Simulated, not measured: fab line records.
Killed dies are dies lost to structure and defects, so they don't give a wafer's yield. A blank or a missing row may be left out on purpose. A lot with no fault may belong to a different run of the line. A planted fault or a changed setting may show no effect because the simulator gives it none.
A struck lot beside a sound one || flow gf180mcu || 15 steps out of a route of 602
Sound: wafers L565.2, L565.4, L565.6. Struck: wafers L581.1, L581.3, L581.5. Last of all comes the cause.
Per side, at each step with rows, come the tool, then ch with its chambers, and then its first start. Under that, the readings that differ: sound wafers || struck wafers || difference of the means || sigmas: that difference in standard deviations of wafers without a fault.
alike: a reading whose means differ by less than 2 such deviations, as well as words and numbers matching on both sides. not compared: withheld readings; readings where some wafer has no value; bounds like >300 that might hide an equal value; numbers whose values overlap and for which the record gives no deviation.
A row with sigmas, a row that says differs or no value, or rows on one side alone: a step with any of these is where the two part. Non-overlapping numbers with no deviation appear without sigmas and do not part them. Lack of a reading on every wafer of one side parts them only where that side has two or more wafers.

first, 4 steps without rows for these wafers: GF_M1_SOFTBAKE_10 (time 60 s); GF_M1_EXPOSE_11 (exposes mask Metal1, target cd 230 nm); GF_M1_PEB_12 (peb time 90 s); GF_M1_DEVELOP_13 (develop time 60 s).
GF_M1_CD_MEAS_14: target cd 230 nm.
  sound on cdSem-01, day 17 00:56; struck on cdSem-02, day 23 01:41
  alike: cdNm
GF_M1_OVL_MEAS_15:
  sound on overlay-02, day 17 01:03; struck on overlay-01, day 23 01:48
  alike: M1_OVL
GF_M1_METAL_ETCH_16: etches the open film in Cl2/BCl3, stops on SiO2, target depth 750.8 nm, time 125.1 s.
  sound on rieMetal-02 ch 0,1, day 17 01:05; struck on rieMetal-02 ch 1, day 23 01:50
  alike: drypumpMotorCurrentA, oesProductAu, throttleValvePct
  not compared: rfHoursCounterH
GF_M1_STRIP_17: strips in O2/N2.
  sound on plasmaAsher-01 ch 0,1, day 17 01:13; struck on plasmaAsher-03 ch 0,1, day 23 02:05
  alike: drypumpMotorCurrentA, heaterPowerW, oesProductAu, stripTimeToEndpointS
  not compared: rfHoursCounterH
then, 3 steps without rows for these wafers: GF_M1_STRIP_18 (strips in post etch residue remover, time 1200 s); GF_M1_CLEAN_19 (cleans in DIW); GF_V1_CVD_00 (deposits SiO2, target thk 600 nm, time 100 s).
GF_V1_THK_MEAS_01:
  sound on filmMetro-02, day 17 01:59; struck on filmMetro-02, day 23 02:42
  alike: V1_CVD_00_THK
GF_V1_CVD_02: deposits SiO2 from TEOS, target thk 850 nm, time 94.851 s.
  sound on pecvd-03 ch 0,1, day 17 02:02; struck on pecvd-01 ch 0,1, day 23 02:46
{"reading": "model.SiO2_of_V1_CVD_02.thkNm (nm)", "sound": "840.9 860 852.1", "struck": "826.5 825.1 834.1", "difference": -22.4, "sigmas": ""}
  alike: heaterPowerW
GF_V1_THK_MEAS_03:
  sound on filmMetro-01, day 17 02:07; struck on filmMetro-03, day 23 02:50
  alike: V1_CVD_02_THK
GF_PASSIVATION_PROBE_99:
  sound wafers here have rows in the record (prober-01, day 29 01:38); struck ones have none

WHERE THEY PART
Within this record, at GF_PASSIVATION_PROBE_99 only.

WHY: whatever the simulator had introduced
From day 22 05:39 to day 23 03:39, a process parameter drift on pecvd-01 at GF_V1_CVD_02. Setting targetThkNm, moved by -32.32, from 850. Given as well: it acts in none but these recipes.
